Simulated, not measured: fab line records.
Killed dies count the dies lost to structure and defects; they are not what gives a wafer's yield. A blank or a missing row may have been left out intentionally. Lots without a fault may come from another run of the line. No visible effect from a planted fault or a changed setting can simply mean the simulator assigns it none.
Which of the tools did it? || flow sky130 || Sampling: 9 lots, 27 wafers, 2 of 708 route steps

## WHAT THE GAUGES SHOWED, per wafer
SKY_VIA1_OVL_MEAS_13.
{"lot": "L161", "measured": "day 34 17:13", "on": "overlay-01", "VIA1_OVL (nm)": "-2 -6 -1"}
{"lot": "L165", "measured": "day 36 08:44", "on": "overlay-01", "VIA1_OVL (nm)": "-2 -2 -2"}
{"lot": "L164", "measured": "day 36 09:19", "on": "overlay-01", "VIA1_OVL (nm)": "-2 -1 0"}
{"lot": "L167", "measured": "day 36 11:44", "on": "overlay-01", "VIA1_OVL (nm)": "-1 1 -8"}
{"lot": "L169", "measured": "day 37 10:43", "on": "overlay-02", "VIA1_OVL (nm)": "-2 -5 -1"}
{"lot": "L173", "measured": "day 38 11:38", "on": "overlay-02", "VIA1_OVL (nm)": "5 4 -2"}
{"lot": "L175", "measured": "day 39 02:52", "on": "overlay-01", "VIA1_OVL (nm)": "5 -1 1"}
{"lot": "L176", "measured": "day 39 09:02", "on": "overlay-01", "VIA1_OVL (nm)": "4 7 4"}
{"lot": "L179", "measured": "day 40 06:07", "on": "overlay-02", "VIA1_OVL (nm)": "2 6 11"}

## WHAT TOOL EACH LOT RAN ON (gives the tool, then ch and the chambers of the sampled wafers, and finally the start)
{"lot": "L161", "SKY_METAL1_ETCH_18": "rie_metal-03 ch 1, day 33 13:19"}
{"lot": "L165", "SKY_METAL1_ETCH_18": "rie_metal-04 ch 0,1, day 35 04:32"}
{"lot": "L164", "SKY_METAL1_ETCH_18": "rie_metal-02 ch 0,1, day 35 05:14"}
{"lot": "L167", "SKY_METAL1_ETCH_18": "rie_metal-03 ch 0,1, day 35 07:45"}
{"lot": "L169", "SKY_METAL1_ETCH_18": "rie_metal-04 ch 0,1, day 36 07:15"}
{"lot": "L173", "SKY_METAL1_ETCH_18": "rie_metal-03 ch 0,1, day 37 08:19"}
{"lot": "L175", "SKY_METAL1_ETCH_18": "rie_metal-04 ch 0,1, day 37 23:15"}
{"lot": "L176", "SKY_METAL1_ETCH_18": "rie_metal-03 ch 0,1, day 38 06:05"}
{"lot": "L179", "SKY_METAL1_ETCH_18": "rie_metal-04 ch 0,1, day 39 03:59"}
- SKY_METAL1_ETCH_18: etches BARC in N2/H2, stops on SiO2, time 45.9 s, target depth 60 nm.

## THE ANSWER, worked out from the rows above alone
Rule: the usual values come from the lots themselves. The widest of any qualifying gaps counts: lots, ordered by their means at a reading, are off when they make up no more than a third of the lots, leave a main group of 4 or more, and stand apart from it by 3 or more times the standard deviation of that group's means. The tables above print the reading to a certain number of digits; a main group whose means all agree to those digits is not used. Also off: a lot with no number at a reading for which 4 or more lots have one. The other lots that the step has rows for count as sound.
Across all readings shown, no lot is off: no conclusion can be drawn from this.

## WHAT THE SIMULATOR HAD PUT IN
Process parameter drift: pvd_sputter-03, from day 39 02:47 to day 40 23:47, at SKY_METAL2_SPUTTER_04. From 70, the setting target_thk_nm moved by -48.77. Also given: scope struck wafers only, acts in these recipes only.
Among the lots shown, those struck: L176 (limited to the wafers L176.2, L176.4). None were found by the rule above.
